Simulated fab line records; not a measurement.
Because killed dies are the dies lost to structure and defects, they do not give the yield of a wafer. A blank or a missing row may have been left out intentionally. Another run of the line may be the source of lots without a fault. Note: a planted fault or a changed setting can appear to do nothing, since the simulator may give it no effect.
2 desks, one fault | flow sky130 | only its own numbers are on each desk; what lay behind them is given at the end

DESK OF THE TOOL OWNER: pvdSputter-04
The tool's own readings at SKY_METAL3_SPUTTER_02 (material AlCu, target thk 735 nm, time 39.1 s): means of the sampled wafers that have a number, for each lot that ran on this tool. Any lot whose mean is over 4 standard deviations away from the usual mean is out of limits and marked OUT; that distance is given in the brackets.
Columns: A = chamberPressurePa at SKY_METAL3_SPUTTER_02, usual 0.4001 Pa; B = throttleValvePct at SKY_METAL3_SPUTTER_02, usual 30.1 %
lot  | first seen here | A                | B
L745 | day 38 17:35    | 0.4257 (+36) OUT | 29.0
L746 | day 38 23:23    | 0.4249 (+34) OUT | 28.8
L759 | day 42 13:26    | 0.4005           | 30.3
L760 | day 43 03:58    | 0.4001           | 30.6
Finding of this desk: L745, L746 out of limits; the first was L745 at day 38 17:35, on chamberPressurePa at SKY_METAL3_SPUTTER_02. L759, L760: within limits.

FROM THE METROLOGY DESK
What the gauges read for every lot (on any tool): the sampled wafers with a number, averaged. Any lot whose mean is over 4 standard deviations away from the usual mean is out of limits and marked OUT; that distance is given in the brackets.
Columns: A = VIA2_W_RS at SKY_VIA2_RS_MEAS_22, usual 0.270 ohm/sq; B = VIA2_W_THK at SKY_VIA2_THK_MEAS_23, usual 420 nm; C = CAPM_CVD_00_THK at SKY_CAPM_THK_MEAS_01, usual 15.47 nm; D = CAPM_TIN_RS at SKY_CAPM_RS_MEAS_03, usual 6.90 ohm/sq; E = CAPM_TIN_THK at SKY_CAPM_THK_MEAS_04, usual 198.8 nm; F = CAPM_OVL at SKY_CAPM_OVL_MEAS_12, usual 0.5 nm; G = cdNm at SKY_METAL3_CD_MEAS_13, usual 300.0 nm
lot  | first seen here | A     | B   | C     | D    | E     | F    | G
L738 | day 36 02:22    | 0.268 | 416 | 15.38 | 7.05 | 195.1 | 1.6  | 300.8
L745 | day 38 17:04    | 0.265 | 433 | 15.45 | 6.99 | 196.7 | 2.7  | 299.4
L746 | day 38 22:51    | 0.269 | 418 | 15.60 | 6.91 | 196.7 | 0.6  | 299.8
L755 | day 41 21:22    | 0.271 | 426 | 15.26 | 6.83 | 201.0 | 1.0  | 299.4
L759 | day 42 12:55    | 0.267 | 414 | 15.41 | 6.92 | 198.5 | -1.3 | 298.7
L760 | day 43 03:26    | 0.275 | 408 | 15.62 | 6.97 | 197.7 | -2.2 | 296.9
Finding of this desk: none of the 6 lots has anything out of limits.

BROUGHT TOGETHER
At day 38 17:35, on L745, L746, the tool owner's desk was in a position to raise an alarm.
From the metrology desk's view, nothing was out of limits.
The metrology desk has L745, L746 on record, within its limits.
Every lot named ran SKY_METAL3_SPUTTER_02 on pvdSputter-04.

WHAT WAS PUT IN BY THE SIMULATOR
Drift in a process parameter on pvdSputter-04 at SKY_METAL3_SPUTTER_02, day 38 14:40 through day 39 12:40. From 0.4, the setting chamberPressurePa moved by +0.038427. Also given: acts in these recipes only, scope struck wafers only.
Struck lots among those shown: L745, L746.
Delay in hours, fault start to first out-of-limits reading, by desk: the tool owner's desk at 3.
